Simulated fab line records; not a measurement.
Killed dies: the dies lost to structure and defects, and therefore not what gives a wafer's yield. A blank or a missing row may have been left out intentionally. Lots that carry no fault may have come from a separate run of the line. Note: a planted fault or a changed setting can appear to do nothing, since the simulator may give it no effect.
Split-lot trial | flow gf180mcu | route with 602 steps; 5 lots, 23 wafers read

== THE SPLIT ==
At GF_VT_IMPLANT_IMPLANT_19, the setting dose-cm2 was moved away from the recipe's 4.35e+12 on 8 of the 23 wafers read, by -13.3% to +13.5%. The other wafers ran this setting at the recipe's value.

== FROM THE SPLIT ON TO THE READING: in between, the file shows 1 step ==
- GF_VT_IMPLANT_STRIP_20: strips in O2/N2

== THE READING ==
VT_IMPLANT_2_TW, at GF_VT_IMPLANT_TW_MEAS_21. On this fab line, fault-free wafers typically give 1215 with a standard deviation of 18.

wafer  | tool, chamber at the split | dose-cm2 as run | against the recipe | VT_IMPLANT_2_TW | against lot-mates on the recipe
L074.1 | implanter-02, 0            | 4.35e+12        | recipe             | 1199            | -
L074.4 | implanter-02, 0            | 4.35e+12        | recipe             | 1200            | -
L074.6 | implanter-02, 0            | 4.35e+12        | recipe             | 1195            | -
L078.1 | implanter-04, 0            | 4.35e+12        | recipe             | 1233            | -
L078.2 | implanter-04, 0            | 3.77e+12        | -13.3%             | 1175            | -58
L078.3 | implanter-04, 0            | 3.77e+12        | -13.3%             | 1176            | -58
L078.4 | implanter-04, 0            | 4.35e+12        | recipe             | 1234            | -
L078.6 | implanter-04, 0            | 3.77e+12        | -13.3%             | 1179            | -54
L079.1 | implanter-02, 0            | 4.35e+12        | recipe             | 1231            | -
L079.2 | implanter-02, 0            | 4.729e+12       | +8.7%              | 1270            | +35
L079.3 | implanter-02, 0            | 4.35e+12        | recipe             | 1233            | -
L079.5 | implanter-02, 0            | 4.35e+12        | recipe             | 1242            | -
L079.6 | implanter-02, 0            | 4.729e+12       | +8.7%              | 1263            | +28
L082.1 | implanter-03, 0            | 4.936e+12       | +13.5%             | 1239            | +52
L082.3 | implanter-03, 0            | 4.35e+12        | recipe             | 1190            | -
L082.4 | implanter-03, 0            | 4.35e+12        | recipe             | 1185            | -
L082.5 | implanter-03, 0            | 4.936e+12       | +13.5%             | 1245            | +58
L082.6 | implanter-03, 0            | 4.936e+12       | +13.5%             | 1244            | +56
L085.1 | implanter-02, 0            | 4.35e+12        | recipe             | 1194            | -
L085.2 | implanter-02, 0            | 4.35e+12        | recipe             | 1189            | -
L085.4 | implanter-02, 0            | 4.35e+12        | recipe             | 1188            | -
L085.5 | implanter-02, 0            | 4.35e+12        | recipe             | 1190            | -
L085.6 | implanter-02, 0            | 4.35e+12        | recipe             | 1181            | -

FIT RESULTS
A straight line over all 23 wafers: VT_IMPLANT_2_TW changes by +2.96 for each +1% of dose-cm2; r = +0.73; the points scatter about the line by 21.
The same after taking each lot's own level away (the mean of its wafers on the recipe; 23 wafers): +4.11 for each +1%; r = +0.99; scatter 3.7.
That fit puts the effect of the largest move of dose-cm2 on the reading at 55.
Measured against the standard deviation above, the lots' own levels, which go from 1187.5 to 1235.3, span 2.7 times it.
So the lot-to-lot level blurs the effect unless lot-mates are compared.
Check: with one of the wafers moved furthest among these (+13.5%) left out of the fit, the line predicts +55.4 for it against its lot-mates. Against them it came out at +51.5.

== OTHER SPLITS APPLIED TO THESE WAFERS ==
Other splits were also applied to these wafers ahead of the reading. Each is held against what the fit with the lots' levels taken away leaves over:
other split on the same wafers      | wafers away from the commonest value | r with VT_IMPLANT_2_TW (lot level and that fit taken away)
GF_STI_ETCH_13 over-etch-frac       | 4                                    | -0.02
GF_DNWELL_STRIP_08 platen-temp-c    | 8                                    | +0.19
GF_NWELL_SOFTBAKE_03 temp-c         | 7                                    | -0.23
GF_NWELL_IMPLANT_09 energy-kev      | 5                                    | -0.36
GF_MVSD_COAT_02 spin-rpm            | 9                                    | +0.03
GF_VT_IMPLANT_SOFTBAKE_03 temp-c    | 9                                    | +0.14
GF_VT_IMPLANT_IMPLANT_08 energy-kev | 8                                    | +0.10

== THE FILE'S OWN FIT ==
VT_IMPLANT_2_TW changes by +4.08 for each +1% of dose-cm2, r = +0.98.
